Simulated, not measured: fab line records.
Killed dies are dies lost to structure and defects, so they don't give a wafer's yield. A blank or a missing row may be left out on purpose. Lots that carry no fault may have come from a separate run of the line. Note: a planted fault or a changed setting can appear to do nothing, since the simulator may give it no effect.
Which of the tools did it? | flow gf180mcu | 14 lots, 42 wafers sampled, at 4 steps of a route of 602

== WHAT THE GAUGES READ, wafer by wafer ==
GF_VT_IMPLANT_TW_MEAS_21. Usual: VT_IMPLANT_2_TW gives 1223 (standard deviation 8.1).
lot  | measured     | on           | VT_IMPLANT_2_TW | flag
L720 | day 6 22:08  | filmMetro-02 | 1217 1215 1217  | 
L722 | day 7 07:53  | filmMetro-02 | 1211 1207 1212  | 
L723 | day 7 16:11  | filmMetro-02 | 1215 1213 1211  | 
L724 | day 8 00:17  | filmMetro-02 | 1220 1222 1216  | 
L728 | day 9 00:44  | filmMetro-01 | 1173 1176 1174  | OFF
L730 | day 9 12:56  | filmMetro-04 | 1190 1190 1187  | OFF
L731 | day 9 18:35  | filmMetro-04 | 1223 1229 1227  | 
L735 | day 10 18:59 | filmMetro-02 | 1216 1213 1217  | 
L736 | day 11 00:59 | filmMetro-01 | 1235 1235 1232  | 
L737 | day 11 08:35 | filmMetro-01 | 1231 1230 1229  | 
L738 | day 11 16:00 | filmMetro-04 | 1215 1226 1231  | 
L739 | day 11 21:44 | filmMetro-01 | 1235 1241 1239  | 
L740 | day 12 05:50 | filmMetro-04 | 1229 1223 1227  | 
L741 | day 12 08:05 | filmMetro-02 | 1212 1213 1217  | 

GF_V1_THK_MEAS_25: measures by xrf. Usual: V1_W_THK gives 333 nm (standard deviation 5.4).
lot  | measured     | on           | V1_W_THK (nm) | flag
L720 | day 19 08:11 | filmMetro-01 | 335 327 332   | 
L722 | day 19 21:26 | filmMetro-01 | 337 333 334   | 
L723 | day 20 05:47 | filmMetro-02 | 335 337 342   | 
L724 | day 20 21:00 | filmMetro-01 | 327 319 317   | 
L728 | day 22 05:17 | filmMetro-01 | 323 327 326   | 
L730 | day 22 23:53 | filmMetro-03 | 334 333 320   | 
L731 | day 23 06:58 | filmMetro-03 | 332 332 333   | 
L735 | day 24 12:26 | filmMetro-03 | 329 335 330   | 
L736 | day 24 16:44 | filmMetro-02 | 338 339 341   | 
L737 | day 25 04:17 | filmMetro-02 | 335 340 338   | 
L738 | day 25 12:52 | filmMetro-02 | 337 336 332   | 
L739 | day 25 23:22 | filmMetro-02 | 336 338 345   | 
L740 | day 26 00:46 | filmMetro-01 | 334 331 336   | 
L741 | day 26 05:29 | filmMetro-01 | 334 322 320   | 

GF_V2_THK_MEAS_01. Usual: V2_CVD_00_THK gives 601 nm (standard deviation 6.8).
lot  | measured     | on           | V2_CVD_00_THK (nm) | flag
L720 | day 20 10:15 | filmMetro-03 | 605 599 599        | 
L722 | day 20 22:59 | filmMetro-02 | 602 598 598        | 
L723 | day 21 06:32 | filmMetro-03 | 597 602 594        | 
L724 | day 21 22:29 | filmMetro-02 | 600 594 590        | 
L728 | day 23 05:38 | filmMetro-04 | 600 607 605        | 
L730 | day 23 23:49 | filmMetro-03 | 605 604 597        | 
L731 | day 24 06:55 | filmMetro-03 | 615 608 603        | 
L735 | day 25 11:24 | filmMetro-02 | 592 595 597        | 
L736 | day 25 18:34 | filmMetro-02 | 606 610 608        | 
L737 | day 26 03:13 | filmMetro-02 | 597 596 603        | 
L738 | day 26 11:11 | filmMetro-03 | 598 600 595        | 
L739 | day 26 21:48 | filmMetro-02 | 593 606 589        | 
L740 | day 26 22:26 | filmMetro-02 | 603 607 617        | 
L741 | day 27 03:29 | filmMetro-03 | 603 599 605        | 

== TOOL THAT RAN EACH LOT (tool first, then ch and the chambers of the sampled wafers, then the start) ==
lot  | GF_VT_IMPLANT_IMPLANT_19
L720 | implanter-04 ch 0, day 6 21:53
L722 | implanter-04 ch 0, day 7 07:38
L723 | implanter-02 ch 0, day 7 15:56
L724 | implanter-02 ch 0, day 8 00:02
L728 | implanter-02 ch 0, day 9 00:29
L730 | implanter-02 ch 0, day 9 12:41
L731 | implanter-03 ch 0, day 9 18:20
L735 | implanter-03 ch 0, day 10 18:45
L736 | implanter-04 ch 0, day 11 00:44
L737 | implanter-03 ch 0, day 11 08:20
L738 | implanter-04 ch 0, day 11 15:46
L739 | implanter-03 ch 0, day 11 21:29
L740 | implanter-03 ch 0, day 12 05:37
L741 | implanter-03 ch 0, day 12 07:49
- GF_VT_IMPLANT_IMPLANT_19

== WHAT THE TOOLS THEMSELVES READ (means of the sampled wafers that have a number; where no wafer has one, the mark that the record gives instead) ==
GF_VT_IMPLANT_IMPLANT_19. Usual: 100.01 for beamEnergyKeV, sd 0.034.
lot  | tool         | beamEnergyKeV | flag
L720 | implanter-04 | 99.98         | 
L722 | implanter-04 | 99.98         | 
L723 | implanter-02 | 100.03        | 
L724 | implanter-02 | 100.01        | 
L728 | implanter-02 | 87.81         | OFF
L730 | implanter-02 | 87.82         | OFF
L731 | implanter-03 | 100.00        | 
L735 | implanter-03 | 100.03        | 
L736 | implanter-04 | 100.02        | 
L737 | implanter-03 | 100.00        | 
L738 | implanter-04 | 100.02        | 
L739 | implanter-03 | 100.01        | 
L740 | implanter-03 | 100.04        | 
L741 | implanter-03 | 100.01        | 

== THE ANSWER, worked out from the rows above alone ==
Rule: a lot is off if the mean of its wafers that have a number lies more than 3 standard deviations from the usual mean. Also off: a lot with no number at a reading for which 4 or more lots have one. Any other lot the step has rows for is counted as sound. The gauges are gone through in route order, then the tools' own readings, and for those a lot's mean is taken as printed above. The first step at which some lot is off is used, and at that step the reading that is off furthest; a lot without a number counts as furthest.
Off: at GF_VT_IMPLANT_TW_MEAS_21 (VT_IMPLANT_2_TW), L728, L730.
A tool fits if, at a process step before that reading, it ran every lot that is off, and no sound lot after the first of them. The gauges at GF_VT_IMPLANT_TW_MEAS_21 aren't tried: what is off there is off at GF_VT_IMPLANT_IMPLANT_19 too, on other tools, and a gauge's error can't cause that. One candidate fits, namely implanter-02 at GF_VT_IMPLANT_IMPLANT_19. A fault onset in the window from L724 (day 8 00:02, its last sound lot) to L728 (day 9 00:29, its first lot off) fits.
The tool's own readings at GF_VT_IMPLANT_IMPLANT_19 bear it out: on the lots that are off they differ by more than 5 times the standard deviation of the sound lots' means. beamEnergyKeV reads 87.81 there against 100.01 on the sound lots.

== WHAT WAS PUT IN BY THE SIMULATOR ==
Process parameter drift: implanter-02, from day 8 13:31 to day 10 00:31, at GF_VT_IMPLANT_IMPLANT_19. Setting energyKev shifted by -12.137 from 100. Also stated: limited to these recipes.
Shown lots that were struck: L728, L730. Same finding as the rule above.
